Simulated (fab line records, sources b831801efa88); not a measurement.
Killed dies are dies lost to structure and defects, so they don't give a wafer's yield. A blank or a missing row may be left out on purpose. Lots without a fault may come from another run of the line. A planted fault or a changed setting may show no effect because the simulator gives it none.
Problem report in the 8D (eight disciplines) form, filled by code | flow gf180mcu | the parts of the form that need people (team, actions taken, sign-off) are left out

1. THE PROBLEM
strip_time_to_endpoint_s at GF_MIM_STRIP_20 reads a mean of 12.60 s on 6 wafers of 2 lots; wafers without a fault read 11.22 s with a standard deviation of 0.047. That is +29 standard deviations from the usual mean.
The step: strips in O2/N2.
First seen on wafer L492.1, day 29 17:13, on plasma_asher-03. The record holds 30 wafers of 10 lots with a number at this step. Rule for "out", or "out of limits": more than 4 standard deviations from the usual mean. The other wafers with a number count as sound.

2. WHAT IT IS AND WHAT IT IS NOT
question                    | is                       | is not
which readings at this step | strip_time_to_endpoint_s | drypump_motor_current_A
which lots                  | L492, L493               | L481, L485, L487, L488, L489, L500, L501, L502
which wafers of those lots  | all that have a number   | -
read on which tools         | plasma_asher-03          | plasma_asher-01, plasma_asher-04
when                        | from day 29 17:13        | up to then (15 sound wafers); but 9 sound wafers of L500, L501, L502 came after

3. SUSPECTS, AND WHAT RULES EACH OUT
Counting: a tool at a process step up to the reading stays a suspect if it ran every lot that is out and no sound lot after the first of them.
- rie_metal-03 at GF_MIM_METAL_ETCH_19 (etches the open film in Cl2/BCl3, stops on Si3N4, target depth 324.5 nm, time 54.1 s): ruled out as a lasting fault. Sound lots L501 ran on it after its first lot that is out, L492 (day 29 17:09).
- plasma_asher-03 at GF_MIM_STRIP_20 (strips in O2/N2): ruled out as a lasting fault. Sound lots L500, L501 ran on it after its first lot that is out, L492 (day 29 17:13).
Left after counting: nothing in the record.

4. THE CAUSE (what the simulator had put in)
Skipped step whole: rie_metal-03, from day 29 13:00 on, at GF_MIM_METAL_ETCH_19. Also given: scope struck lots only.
Counting ruled it out, wrongly: the rule takes a fault to strike every lot that its tool runs from its start on, and this one did not.

5. THE CHAIN OF EFFECTS, in route order
Each row: a reading whose mean over the struck wafers that have a number lies more than 3 standard deviations from the usual. Only readings for which the record gives a usual standard deviation are gone through. hours: the time from each lot's start at the first step in this table that gives one to its start at this step, as a median over the lots. sigmas: the change in usual standard deviations.
hours | step                    | reading                  | usual      | on struck wafers | change | sigmas
0     | GF_MIM_STRIP_20         | oes_product_au           | 0.692 a.u. | 0.717            | +0.025 | +4.5
0     | GF_MIM_STRIP_20         | strip_time_to_endpoint_s | 11.22 s    | 12.60            | +1.38  | +29
76    | GF_PASSIVATION_PROBE_99 | defect_limited_yield     | 90.6 %     | 0.0              | -90.6  | -65
76    | GF_PASSIVATION_PROBE_99 | killed_at_other          | 0.1        | 443.8            | +443.7 | +99 or more
76    | GF_PASSIVATION_PROBE_99 | killed_dies              | 46         | 492              | +446   | +66
76    | GF_PASSIVATION_PROBE_99 | killed_on_rim            | 9.3        | 96.0             | +86.7  | +29
76    | GF_PASSIVATION_PROBE_99 | sort_bin_5_function      | 5.5 %      | 95.6             | +90.1  | +82
76    | GF_PASSIVATION_PROBE_99 | sort_n_pass              | 446        | 0                | -446   | -66
76    | GF_PASSIVATION_PROBE_99 | sort_yield_pct           | 90.6 %     | 0.0              | -90.6  | -65
The process steps in it:
- GF_MIM_STRIP_20: strips in O2/N2.
- GF_PASSIVATION_PROBE_99
Readings that are blank on the struck wafers while sound wafers have them: bcl3_flow_sccm at GF_MIM_METAL_ETCH_19; bias_w at GF_MIM_METAL_ETCH_19; drypump_motor_current_A at GF_MIM_METAL_ETCH_19; oes_product_au at GF_MIM_METAL_ETCH_19; rf_fwd_power_W at GF_MIM_METAL_ETCH_19; throttle_valve_pct at GF_MIM_METAL_ETCH_19.

6. WHAT WOULD HAVE CAUGHT IT SOONER
In this record the first reading out of limits was taken at day 29 17:13, 4 hours after the fault began at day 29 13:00.
At GF_MIM_METAL_ETCH_19 the tool's readings are blank on the struck wafers, where sound wafers have them: an empty tool record is the first sign, and it was there at once.
